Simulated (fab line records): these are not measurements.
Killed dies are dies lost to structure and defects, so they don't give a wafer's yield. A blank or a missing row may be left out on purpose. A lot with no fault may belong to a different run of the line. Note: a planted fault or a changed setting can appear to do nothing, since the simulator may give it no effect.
Which of the tools did it? | flow sky130 | 12 lots with 36 wafers sampled at 2 steps, on a route of 708 steps

== WHAT THE GAUGES SHOWED, per wafer ==
SKY_CAPM_THK_MEAS_01.
lot  | measured     | on            | CAPM_CVD_00_THK (nm)
L541 | day 36 11:30 | film metro-01 | 15.18 16.02 15.54
L542 | day 36 17:17 | film metro-02 | 15.17 15.61 15.58
L543 | day 38 17:43 | film metro-01 | 15.11 15.64 15.34
L549 | day 40 07:46 | film metro-04 | 15.54 15.40 15.86
L550 | day 40 08:32 | film metro-02 | 15.65 15.57 15.70
L552 | day 40 08:50 | film metro-04 | 15.54 15.84 16.50
L553 | day 40 12:23 | film metro-01 | 15.62 15.60 15.79
L556 | day 41 04:40 | film metro-02 | 15.36 15.86 15.51
L557 | day 41 07:44 | film metro-02 | 15.54 15.78 15.67
L561 | day 42 07:43 | film metro-01 | 15.38 15.08 15.24
L562 | day 42 18:53 | film metro-02 | 15.25 15.43 15.63
L563 | day 42 21:50 | film metro-01 | 15.61 15.21 15.85

SKY_CAPM_THK_MEAS_04: measures by xrf.
lot  | measured     | on            | CAPM_TIN_THK (nm)
L541 | day 36 11:47 | film metro-01 | 199.8 196.3 199.4
L542 | day 36 17:34 | film metro-01 | 202.8 199.6 195.7
L543 | day 38 18:01 | film metro-04 | 197.5 197.1 197.7
L549 | day 40 08:04 | film metro-02 | 201.1 198.7 197.9
L550 | day 40 08:50 | film metro-01 | 195.5 195.3 199.7
L552 | day 40 09:07 | film metro-02 | 196.5 199.4 198.0
L553 | day 40 12:41 | film metro-02 | 202.0 199.1 196.7
L556 | day 41 04:57 | film metro-01 | 198.6 197.7 196.8
L557 | day 41 08:01 | film metro-01 | 199.1 197.6 196.1
L561 | day 42 08:01 | film metro-04 | 195.5 195.5 200.4
L562 | day 42 19:11 | film metro-01 | 196.5 198.3 196.2
L563 | day 42 22:07 | film metro-02 | 204.5 201.1 198.4

== TOOL THAT RAN EACH LOT (tool first, then ch and the chambers of the sampled wafers, then the start) ==
No process step before these readings appears in the record.

== AS READ BY THE TOOLS THEMSELVES (means over the sampled wafers that have a number; for cases with no such wafer, the mark the record gives instead) ==
The record holds no such reading with a usual standard deviation.

== THE ANSWER, worked out from the rows above alone ==
Rule: what is usual is taken from the lots themselves. Put in order of their means at a reading, lots are off if they are a third of the lots or fewer, leave a main group of 4 or more, and stand apart from it by a gap of 3 or more times the standard deviation of the main group's means; of several such gaps the widest counts. Not used: any main group whose means are identical at the precision the tables above print for the reading. A lot without any number at a reading at which 4 lots or more have one is off too. All remaining lots with rows at the step are treated as sound. After the gauges, taken in route order, come the tools' own readings; for these a lot's mean is taken, as printed above. The first step at which some lot is off is used, and at that step the reading that is off furthest; a lot without a number counts as furthest.
Across all readings shown, no lot is off: no conclusion can be drawn from this.

== WHAT THE SIMULATOR HAD INSERTED ==
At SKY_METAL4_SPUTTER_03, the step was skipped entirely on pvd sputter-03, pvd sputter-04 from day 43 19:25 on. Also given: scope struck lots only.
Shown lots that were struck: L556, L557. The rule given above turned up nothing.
